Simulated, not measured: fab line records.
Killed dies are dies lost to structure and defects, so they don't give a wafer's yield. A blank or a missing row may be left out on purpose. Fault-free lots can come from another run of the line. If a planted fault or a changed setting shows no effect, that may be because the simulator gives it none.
A lot that was struck, set against a sound lot | flow sky130 | 19 steps out of a route of 708
Sound: these wafers, L618.1, L618.2, L618.3. Wafers L624.1, L624.5, L624.6 were the ones struck. The cause is given at the end.
For every step that has rows: the tool of each side, followed by ch and its chambers, followed by its first start. Under that, the readings that differ: sound wafers | struck wafers | difference of the means | sigmas: that difference in standard deviations of wafers without a fault.
alike: readings whose means differ by less than 2 such deviations, and words and numbers that are the same on both sides. not compared: withheld readings, readings that some wafer has no value for, bounds like >300 that may hide the same value, and numbers for which the record gives no deviation and whose values overlap.
The two part at a step that has a row with sigmas, a row that says differs or no value, or rows on one side only. When numbers do not overlap yet have no deviation, they are printed without sigmas and do not part them. A reading that every wafer of one side lacks parts them only if that side has two wafers or more.

first, 6 steps without rows for these wafers: SKY_RES_XHIGH_COAT_02 (resist thk 1140 nm); SKY_RES_XHIGH_SOFTBAKE_03 (time 60 s); SKY_RES_XHIGH_EXPOSE_04 (exposes mask URPM, target cd 1270 nm); SKY_RES_XHIGH_PEB_05; SKY_RES_XHIGH_DEVELOP_06 (develop time 60 s); SKY_RES_XHIGH_IMPLANT_07.
SKY_RES_XHIGH_STRIP_08: strips in O2/N2.
  sound on plasma-asher-03 ch 0,1, day 28 08:13; struck on plasma-asher-03 ch 0,1, day 30 11:44
  alike: drypump-motor-current-A, oes-product-au, strip-time-to-endpoint-s
  not compared: rf-hours-counter-h
SKY_RES_XHIGH_TW_MEAS_09:
  sound on film-metro-04 at day 28 08:19; struck on film-metro-01 at day 30 11:50
  alike: RES_XHIGH_TW
then, 4 steps without rows for these wafers: SKY_SD_N_DEHYDRATE_00 (time 60 s); SKY_SD_N_HMDS_01 (prime time 60 s); SKY_SD_N_COAT_02 (resist thk 1140 nm); SKY_SD_N_SOFTBAKE_03 (time 60 s).
SKY_SD_N_EXPOSE_04: exposes mask NSDM, target cd 380 nm.
  sound on iline-stepper-02 ch 0, day 28 23:44; struck on iline-stepper-02 ch 0, day 31 01:31
  reading                      | sound                | struck               | difference | sigmas
  model.SD_N.overlay-x-nm (nm) | 0.9668 0.9668 0.9668 | -101.7 -101.7 -101.7 | -102.7     |
  alike: mask
then, 2 steps without rows for these wafers: SKY_SD_N_PEB_05; SKY_SD_N_DEVELOP_06 (develop time 60 s).
SKY_SD_N_CD_MEAS_07: target cd 380 nm.
  sound on cd-sem-02 at day 29 12:25; struck on cd-sem-01 at day 31 15:29
  reading    | sound             | struck            | difference | sigmas
  cd-nm (nm) | 379.7 380.6 381.7 | 384.5 386.4 387.1 | +5.3       | +2
SKY_SD_N_OVL_MEAS_08:
  sound on overlay-01 at day 29 12:32; struck on overlay-02 at day 31 15:36
  reading       | sound       | struck             | difference | sigmas
  SD_N_OVL (nm) | 3.5 1.7 1.6 | -99.9 -100.6 -99.6 | -102.3     | -64
then, 1 step without rows for these wafers: SKY_SD_N_IMPLANT_09.
-- here the record skips 17 days between the struck wafers' starts before and after, leaving off in module SD_N and picking up in module PAD_OPEN (first step shown: number 708 of the route) --
SKY_PAD_OPEN_PROBE_99:
  sound on prober-01 at day 47 00:41; struck on prober-01 at day 48 13:07
  alike: killed_at_M0_to_M3, killed_at_M4_up, killed-at-contacts, killed-at-front-end, killed-at-other, killed-dies, killed-on-rim, killed-open, killed-short

== WHERE THEY PART ==
First at SKY_SD_N_CD_MEAS_07; last, within this record, at SKY_SD_N_OVL_MEAS_08. Later steps at which nothing parts them and some readings are alike: SKY_PAD_OPEN_PROBE_99.

WHY: what the simulator had put in
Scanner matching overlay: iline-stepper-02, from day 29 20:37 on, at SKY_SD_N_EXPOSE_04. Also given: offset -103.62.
